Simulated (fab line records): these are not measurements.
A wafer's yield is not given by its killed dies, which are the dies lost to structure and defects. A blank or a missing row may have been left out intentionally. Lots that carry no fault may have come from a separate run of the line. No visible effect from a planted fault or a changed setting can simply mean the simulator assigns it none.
A lot that was struck, set against a sound lot | flow gf180mcu | 18 steps out of a route of 602
Sound: these wafers, L667.1, L667.3, L667.4. Wafers L674.1, L674.5, L674.6 were the ones struck. The cause comes at the end.
Each step with rows lists, per side, the tool, then ch with its chambers, then its first start. Under that, the readings that differ: sound wafers | struck wafers | difference of the means | sigmas: that difference in standard deviations of wafers without a fault.
alike: readings whose means differ by less than 2 such deviations, and words and numbers that are the same on both sides. not compared: withheld readings, readings that some wafer has no value for, bounds like >300 that may hide the same value, and numbers for which the record gives no deviation and whose values overlap.
A row with sigmas, a row that says differs or no value, or rows on one side alone: a step with any of these is where the two part. Numbers that don't overlap but have no deviation are shown without sigmas and don't part them. A reading missing from all wafers of one side parts the sides only when that side holds two or more wafers.

first, 2 steps without rows for these wafers: GF_CONTACT_PEB_12 (peb time 90 s); GF_CONTACT_DEVELOP_13 (develop time 60 s).
GF_CONTACT_CD_MEAS_14 targets a cd of 220 nm.
  struck on cdSem-02, day 21 17:29; sound on cdSem-01, day 18 23:32
  alike: cdNm
GF_CONTACT_OVL_MEAS_15:
  struck on overlay-02, day 21 17:36; sound on overlay-01, day 18 23:40
reading          | sound  | struck      | difference | sigmas
CONTACT_OVL (nm) | 4 0 -5 | -21 -18 -13 | -17        | -3
GF_CONTACT_ETCH_16: etches BARC in N2/H2.
  sound on rieDiel-03 ch 1,2,3, day 18 23:42; struck on rieDiel-03 ch 1,2, day 21 17:38
  alike: drypumpMotorCurrentA, oesProductAu, throttleValvePct
GF_CONTACT_ETCH_17: etches SiO2 in C4F8/O2/Ar, stops on CoSi2, target depth 860 nm.
  sound on rieDiel-03 ch 1,2,3; struck on rieDiel-03 ch 1,2
  alike: oesProductAu
GF_CONTACT_STRIP_18: strips in O2/N2.
  sound on plasmaAsher-03 ch 0,1, day 18 23:52; struck on plasmaAsher-03 ch 0,1, day 21 17:47
  alike: drypumpMotorCurrentA, heaterPowerW, o2FlowSccm, oesProductAu
  not compared: rfHoursCounterH
then, 3 steps without rows for these wafers: GF_CONTACT_CLEAN_19 (cleans in SPM); GF_CONTACT_CLEAN_20 (cleans in DIW); GF_CONTACT_CLEAN_21 (cleans in dHF, time 20 s).
GF_CONTACT_SPUTTER_22: material Ti, target thk 15 nm, time 80.02 s.
  struck on pvdSputter-03, day 21 18:12; sound on pvdSputter-04, day 19 00:10
  alike: throttleValvePct
then, 1 step without rows for these wafers: GF_CONTACT_SPUTTER_23 (material TiN, target thk 10 nm, time 40 s).
GF_CONTACT_CVD_24: deposits W, target thk 300 nm, time 90.339 s.
  sound on cvdW-02 ch 0,1, day 19 00:16; struck on cvdW-02 ch 0,1, day 21 18:18
reading                              | sound             | struck            | difference | sigmas
model.W_of_CONTACT_CVD_24.thkNm (nm) | 298.9 300.4 296.8 | 560.9 563.7 560.2 | +262.9     | 
  alike: chamberPressureTorr, heaterPowerW
GF_CONTACT_RS_MEAS_25: the measuring method here is four-point-probe.
  struck on filmMetro-01, day 21 18:24; sound on filmMetro-01, day 19 00:22
reading               | sound             | struck            | difference | sigmas
CONTACT_W_RS (ohm/sq) | 0.384 0.383 0.386 | 0.204 0.202 0.203 | -0.181     | -41
GF_CONTACT_THK_MEAS_26: measures by xrf.
  struck on filmMetro-01, day 21 18:31; sound on filmMetro-01, day 19 00:29
reading            | sound       | struck | difference                    | sigmas
CONTACT_W_THK (nm) | 309 309 308 | - - -  | no value on the struck wafers | 
GF_CONTACT_CMP_27: polishes, stops on SiO2, t overpolish 15 s, target thk 0 nm.
  sound on cmp-01 ch 0,1,2, day 19 00:36; struck on cmp-02 ch 0,1,2, day 21 18:44
reading             | sound    | struck      | difference | sigmas
timeToEndpointS (s) | 78 70 74 | 133 138 135 | +61        | +20
  alike: motorCurrentA
GF_M1_SPUTTER_00: material Ti, target thk 37.5 nm, time 150 s.
  struck on pvdSputter-04, day 21 18:53; sound on pvdSputter-01, day 19 00:51
  alike: throttleValvePct
-- the record jumps here: 12 days lie between the struck wafers' starts before and after (it left off in module M1 and takes up again in module PASSIVATION, whose first step shown is number 602 of the route) --
GF_PASSIVATION_PROBE_99:
  rows exist in the record for the struck wafers here (prober-01, day 33 08:06), but not for the sound ones

## WHERE THEY PART
Earliest at GF_CONTACT_OVL_MEAS_15; latest, in this record, at GF_PASSIVATION_PROBE_99.

WHY: the cause the simulator had injected
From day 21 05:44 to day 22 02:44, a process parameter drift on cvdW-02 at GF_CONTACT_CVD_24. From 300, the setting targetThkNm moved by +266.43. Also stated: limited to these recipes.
